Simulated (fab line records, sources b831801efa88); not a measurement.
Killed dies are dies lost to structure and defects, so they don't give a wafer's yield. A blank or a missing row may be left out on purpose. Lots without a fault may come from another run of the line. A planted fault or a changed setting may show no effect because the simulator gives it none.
One fault seen from 2 desks | flow sky130 | each desk has only its own numbers; what lay behind them comes last

THE TOOL OWNER'S DESK: plasma_asher-01
The tool's own readings at SKY_VT_ADJUST_NCORE_STRIP_10 (strips in O2/N2): means of the sampled wafers that have a number, for each lot that ran on this tool. A lot is out of limits, marked OUT, if its mean lies more than 4 standard deviations from the usual mean; the brackets give that distance.
Columns: A = drypump_motor_current_A at SKY_VT_ADJUST_NCORE_STRIP_10, usual 5.9 A; B = oes_product_au at SKY_VT_ADJUST_NCORE_STRIP_10, usual 0.715 a.u.; C = strip_time_to_endpoint_s at SKY_VT_ADJUST_NCORE_STRIP_10, usual 14.19 s
lot  | first seen here | A   | B     | C
L396 | day 8 07:22     | 6.0 | 0.716 | 14.16
L397 | day 8 17:19     | 6.4 | 0.716 | 14.19
L398 | day 8 19:32     | 6.0 | 0.712 | 14.21
L406 | day 11 06:00    | 6.0 | 0.718 | 14.19
L407 | day 11 14:04    | 6.0 | 0.716 | 14.13
L413 | day 13 21:19    | 6.0 | 0.709 | 14.19
This desk's finding: nothing out of limits on any of the 6 lots.

THE METROLOGY DESK
What the gauges read, lot by lot, whatever tool the lot ran on: means of the sampled wafers that have a number. A lot is out of limits, marked OUT, if its mean lies more than 4 standard deviations from the usual mean; the brackets give that distance.
Columns: A = VIA4_HDPCVD_THK at SKY_VIA4_THK_MEAS_01, usual 1751 nm; B = VIA4_BOW at SKY_VIA4_BOW_MEAS_03, usual 78 um
lot  | first seen here | A    | B
L396 | day 41 07:36    | 1760 | 90
L398 | day 41 17:14    | 1728 | 86
L397 | day 41 19:41    | 1757 | 76
L404 | day 43 19:09    | 1741 | 81
L406 | day 44 10:55    | 1736 | 68
L407 | day 44 16:42    | 1752 | 79
L409 | day 45 05:21    | 1732 | 59
L410 | day 45 10:17    | 1743 | 78
L413 | day 46 20:31    | 1725 | 80
L415 | day 47 05:18    | 1755 | 80
L417 | day 47 16:48    | 1732 | 89
L416 | day 47 17:49    | 1764 | 70
L419 | day 48 22:37    | 1768 | 72
This desk's finding: nothing out of limits on any of the 13 lots.

PUT TOGETHER
The tool owner's desk saw nothing out of limits.
The metrology desk saw nothing out of limits.

WHAT THE SIMULATOR HAD PUT IN
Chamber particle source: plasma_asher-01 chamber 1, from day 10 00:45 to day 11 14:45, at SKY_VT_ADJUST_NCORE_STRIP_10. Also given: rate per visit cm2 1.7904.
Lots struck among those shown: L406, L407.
